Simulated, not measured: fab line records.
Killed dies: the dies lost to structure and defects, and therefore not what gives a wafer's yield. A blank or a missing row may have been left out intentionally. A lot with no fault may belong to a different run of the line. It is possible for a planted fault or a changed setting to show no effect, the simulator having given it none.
Chamber matching -- flow sfq_line -- 3 sister chambers for SFQ_TRILAYER_L0_CAP_PECVD_011 on pecvd-03
The step deposits SiO2 from SiH4/N2O, time 13.333 s, target thk 60 nm. 3 wafers are shown with their chamber, then 8 later ones without.

WAFERS, EACH WITH ITS CHAMBER
wafer,chamber,throttle_valve_pct (%)
L802.5,0,23.2
L804.2,2,28.6
L806.1,1,27.1

WAFERS WITHOUT THEIR CHAMBER
wafer,throttle_valve_pct (%)
L806.3,29.0
L806.5,27.2
L809.1,27.1
L809.3,28.7
L809.4,27.2
L810.3,23.5
L810.4,27.1
L810.6,28.6

THE CHAMBER EACH PASSED THROUGH
wafer,from the rows above,in truth
L806.3,2,2
L806.5,1,1
L809.1,1,1
L809.3,2,2
L809.4,1,1
L810.3,0,0
L810.4,1,1
L810.6,2,2
Placed correctly: 8 of 8. Not placeable from these rows: 0. Wrongly placed: 0.
How it was worked out, from the rows above alone: a wafer's distance from a chamber is the root of the sum, over the readings, of the square of ((its reading less the chamber's mean) divided by the reading's scatter). The wafer belongs to the nearest chamber; if the next one is less than 2 further off, it can't be placed. A chamber's mean is the mean of its shown wafers. The scatter: with one shown wafer a chamber, the root of the mean of the squares of how far each hidden wafer lies from its nearest shown one.
